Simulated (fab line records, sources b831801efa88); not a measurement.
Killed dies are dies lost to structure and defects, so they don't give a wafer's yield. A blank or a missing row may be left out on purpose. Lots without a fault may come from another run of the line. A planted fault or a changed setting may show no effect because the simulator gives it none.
Chamber matching | flow gf180mcu | GF_M5_ETCH_09 on rie_diel-02: 4 sister chambers
The step etches Si3N4 in CF4/O2, target depth 52 nm, time 11.6 s. 8 wafers are shown with their chamber, then 8 later ones without.

WAFERS WITH THEIR CHAMBER
wafer  | chamber | drypump_motor_current_A (A) | oes_product_au (a.u.)
L505.2 | 3       | 6.2                         | 1.005
L506.1 | 0       | 5.5                         | 0.999
L506.3 | 1       | 6.0                         | 0.982
L506.4 | 2       | 6.1                         | 0.996
L507.1 | 3       | 6.2                         | 1.014
L507.4 | 0       | 5.5                         | 0.988
L507.6 | 1       | 5.9                         | 0.981
L509.1 | 2       | 6.1                         | 0.993

WAFERS WITHOUT THEIR CHAMBER
wafer  | drypump_motor_current_A (A) | oes_product_au (a.u.)
L509.2 | 5.5                         | 0.993
L509.4 | 6.2                         | 1.006
L513.3 | 5.9                         | 0.972
L513.4 | 5.5                         | 0.986
L513.5 | 6.1                         | 0.976
L522.2 | 6.1                         | 0.993
L522.3 | 5.9                         | 0.999
L522.6 | 6.1                         | 0.984

WHICH CHAMBER EACH WENT THROUGH
wafer  | from the rows above     | in truth
L509.2 | 0                       | 0
L509.4 | 3                       | 3
L513.3 | 1                       | 1
L513.4 | 0                       | 0
L513.5 | can't be placed: 2 or 1 | 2
L522.2 | 2                       | 2
L522.3 | 1                       | 1
L522.6 | 2                       | 2
Placed correctly: 7 of 8. Can't be placed from these rows: 1 (the true chamber is among the candidates in 1). Placed wrongly: 0.
How it was worked out, from the rows above alone: a wafer's distance from a chamber is the root of the sum, over the readings, of the square of ((its reading less the chamber's mean) divided by the reading's scatter). The wafer belongs to the nearest chamber; if the next one is less than 2 further off, it can't be placed. A chamber's mean is the mean of its shown wafers. The scatter: the root of (the sum of the squares of (reading less its chamber's mean) over the shown wafers, divided by (wafers less chambers)).
